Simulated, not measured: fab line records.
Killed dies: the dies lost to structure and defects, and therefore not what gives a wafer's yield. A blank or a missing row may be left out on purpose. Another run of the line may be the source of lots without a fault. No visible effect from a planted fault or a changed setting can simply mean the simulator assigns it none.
Comparing a struck lot with a sound one	flow sfq-line	41 steps out of a route of 325
Sound: these wafers, L362.2, L362.4, L362.6. Struck: wafer L358.4 (L358.1, L358.5, from the same lot, were not struck and are left out); the cause is given at the end.
Each step with rows lists, per side, the tool, then ch with its chambers, then its first start. Under that, the readings that differ: sound wafers	struck wafers	difference of the means	sigmas: that difference in standard deviations of wafers without a fault.
alike: readings whose means differ by less than 2 such deviations, and words and numbers that are the same on both sides. not compared: withheld readings, readings that some wafer has no value for, bounds like >300 that may hide the same value, and numbers for which the record gives no deviation and whose values overlap.
The two part at a step that has a row with sigmas, a row that says differs or no value, or rows on one side only. Non-overlapping numbers with no deviation appear without sigmas and do not part them. A reading missing from all wafers of one side parts the sides only when that side holds two or more wafers.

first, 6 steps without rows for these wafers: SFQ_TRILAYER_M7_LITHO_COAT_182 (resist thk 62 nm); SFQ_TRILAYER_M7_LITHO_COAT_177 (resist thk 600 nm); SFQ_TRILAYER_M7_LITHO_SOFTBAKE_181; SFQ_TRILAYER_M7_LITHO_EXPOSE_178 (exposes mask M7, target cd 500 nm); SFQ_TRILAYER_M7_LITHO_PEB_180 (peb time 60 s); SFQ_TRILAYER_M7_LITHO_DEVELOP_179 (time 60 s).
SFQ_M7_OVL_MEAS_945:
  sound on overlay-02 at day 88 20:54; struck on overlay-02 at day 86 05:03
  alike: M7_OVL
SFQ_TRILAYER_M7_BARC_OPEN_METAL_ETCH_229: etches BARC in O2, target depth 125 nm, time 41.7 s.
  sound on rie-metal-01 ch 0, day 88 20:57; struck on rie-metal-03 ch 1, day 86 05:05
  alike: drypump-motor-current-A, oes-product-au
  not compared: rf-hours-counter-h
SFQ_TRILAYER_M7_ETCH_METAL_ETCH_180: etches Nb in Cl2/Ar, stops on SiO2, target depth 240 nm, time 120 s.
  sound on rie-metal-01 ch 0, day 88 21:05; struck on rie-metal-03 ch 1, day 86 05:12
  alike: drypump-motor-current-A, oes-product-au
  not compared: rf-hours-counter-h
SFQ_TRILAYER_M7_STRIP_STRIP_181: strips in O2.
  sound on rie-metal-01 ch 0, day 88 21:30; struck on rie-metal-03 ch 1, day 86 05:27
  alike: drypump-motor-current-A, oes-product-au
  not compared: rf-hours-counter-h
then, 1 step without rows for these wafers: SFQ_TRILAYER_M7_STRIP_SOLV_CLEAN_182 (cleans in NMP, time 600 s).
SFQ_TRILAYER_I7_DEP_PECVD_183: deposits SiO2 from SiH4/N2O, time 111.11 s, target thk 500 nm.
  sound on pecvd-03 ch 0,1, day 88 22:41; struck on pecvd-03 ch 0, day 86 06:50
  alike: heater-power-w, susceptor-temp-C, throttle-valve-pct
SFQ_TRILAYER_I7_CMP_CMP_184: polishes SiO2.
  sound on cmp-01 ch 0,1,3, day 88 23:45; struck on cmp-02 ch 0, day 86 07:25
reading	sound	struck	difference	sigmas
time-to-endpoint-s (s)	223 227 220	288	+65	+8
model.SiO2_of_TRILAYER_I7_DEP_PECVD_183.thk-nm (nm)	200.9 200.1 200.1	309.5	+109.1	
  alike: head-pressure-psi, motor-current-A
SFQ_I7_BOW_MEAS_946:
  sound on film-metro-03 at day 89 01:46; struck on film-metro-03 at day 86 09:55
  alike: I7_BOW
SFQ_TRILAYER_I7_METRO_MEASURE_185:
  sound on film-metro-03 at day 89 02:04; struck on film-metro-03 at day 86 10:02
reading	sound	struck	difference	sigmas
thk-nm (nm)	200.9 200.1 200.3	309.6	+109.2	+99 or more
then, 6 steps without rows for these wafers: SFQ_TRILAYER_I7_VIA_LITHO_COAT_192 (resist thk 62 nm); SFQ_TRILAYER_I7_VIA_LITHO_COAT_187 (resist thk 650 nm); SFQ_TRILAYER_I7_VIA_LITHO_SOFTBAKE_191; SFQ_TRILAYER_I7_VIA_LITHO_EXPOSE_188 (exposes mask I7, target cd 1000 nm); SFQ_TRILAYER_I7_VIA_LITHO_PEB_190 (peb time 60 s); SFQ_TRILAYER_I7_VIA_LITHO_DEVELOP_189 (time 60 s).
SFQ_I7_OVL_MEAS_947:
  sound on overlay-01 at day 91 23:33; struck on overlay-01 at day 86 20:16
  alike: I7_OVL
SFQ_TRILAYER_I7_VIA_BARC_OPEN_VIA_ETCH_260: etches BARC in O2, target depth 125 nm, time 41.7 s.
  sound on rie-diel-01 ch 0,2,3, day 91 23:35; struck on rie-diel-03 ch 0, day 86 20:18
reading	sound	struck	difference	sigmas
oes-product-au (a.u.)	0.686 0.675 0.690	0.670	-0.014	-3
  alike: drypump-motor-current-A
  not compared: rf-hours-counter-h
SFQ_TRILAYER_I7_VIA_ETCH_VIA_ETCH_190: etches SiO2 in CHF3, stops on Nb, target depth 260 nm.
  sound on rie-diel-01 ch 0,2,3, day 91 23:37; struck on rie-diel-03 ch 0, day 86 20:20
reading	sound	struck	difference	sigmas
oes-product-au (a.u.)	0.849 0.858 0.863	0.997	+0.140	+28
model.etch.depth-nm (nm)	200.9 200.1 200.1	258	+58	
model.I7.feature-depth-nm (nm)	200.9 200.1 200.1	258	+58	
  alike: drypump-motor-current-A
then, 9 steps without rows for these wafers: SFQ_TRILAYER_I7_VIA_STRIP_STRIP_191 (strips in O2); SFQ_TRILAYER_I7_VIA_STRIP_SOLV_CLEAN_192 (cleans in NMP, time 600 s); SFQ_TRILAYER_M8_LITHO_LOR_COAT_197; SFQ_TRILAYER_M8_LITHO_LOR_BAKE_198; SFQ_TRILAYER_M8_LITHO_COAT_193 (resist thk 600 nm); SFQ_TRILAYER_M8_LITHO_SOFTBAKE_199; SFQ_TRILAYER_M8_LITHO_EXPOSE_194 (exposes mask M8, target cd 2000 nm); SFQ_TRILAYER_M8_LITHO_PEB_196 (peb time 60 s); SFQ_TRILAYER_M8_LITHO_DEVELOP_195 (img clear 15 s, time 55 s).
SFQ_M8_OVL_MEAS_948:
  sound on overlay-01 at day 92 03:58; struck on overlay-02 at day 87 13:34
  alike: M8_OVL
then, 3 steps without rows for these wafers: SFQ_TRILAYER_M8_DEP_EVAP_197 (material Ti, target thk 20 nm, time 100 s); SFQ_TRILAYER_M8_DEP_EVAP_198 (material Pt, target thk 50 nm, time 250 s); SFQ_TRILAYER_M8_DEP_EVAP_196 (material Au, target thk 180 nm, time 900 s).
SFQ_M8_RS_MEAS_949: measures by four-point-probe.
  sound on film-metro-04 at day 92 04:46; struck on film-metro-03 at day 87 14:26
  alike: M8_AU_RS
SFQ_M8_THK_MEAS_950: measures by xrf.
  sound on film-metro-04 at day 92 04:52; struck on film-metro-03 at day 87 14:33
  alike: M8_AU_THK
then, 1 step without rows for these wafers: SFQ_TRILAYER_M8_LIFTOFF_LIFTOFF_197 (chemistry NMP, time 600 s).
SFQ_M8_BOW_MEAS_951:
  sound on film-metro-03 at day 92 05:07; struck on film-metro-04 at day 87 14:47
reading	sound	struck	difference	sigmas
model.etest.i7.link-ohm	1.047 1.04 1.04	1e+06	+1e+06	
  alike: M8_BOW

## WHERE THEY PART
Earliest at SFQ_TRILAYER_I7_CMP_CMP_184; latest, in this record, at SFQ_TRILAYER_I7_VIA_ETCH_VIA_ETCH_190. Later steps at which nothing parts them and some readings are alike: SFQ_M8_OVL_MEAS_948, SFQ_M8_RS_MEAS_949, SFQ_M8_THK_MEAS_950, SFQ_M8_BOW_MEAS_951.

WHY: whatever the simulator had introduced
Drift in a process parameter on cmp-02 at SFQ_TRILAYER_I7_CMP_CMP_184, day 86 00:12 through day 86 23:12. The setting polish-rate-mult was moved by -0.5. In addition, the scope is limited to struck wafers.
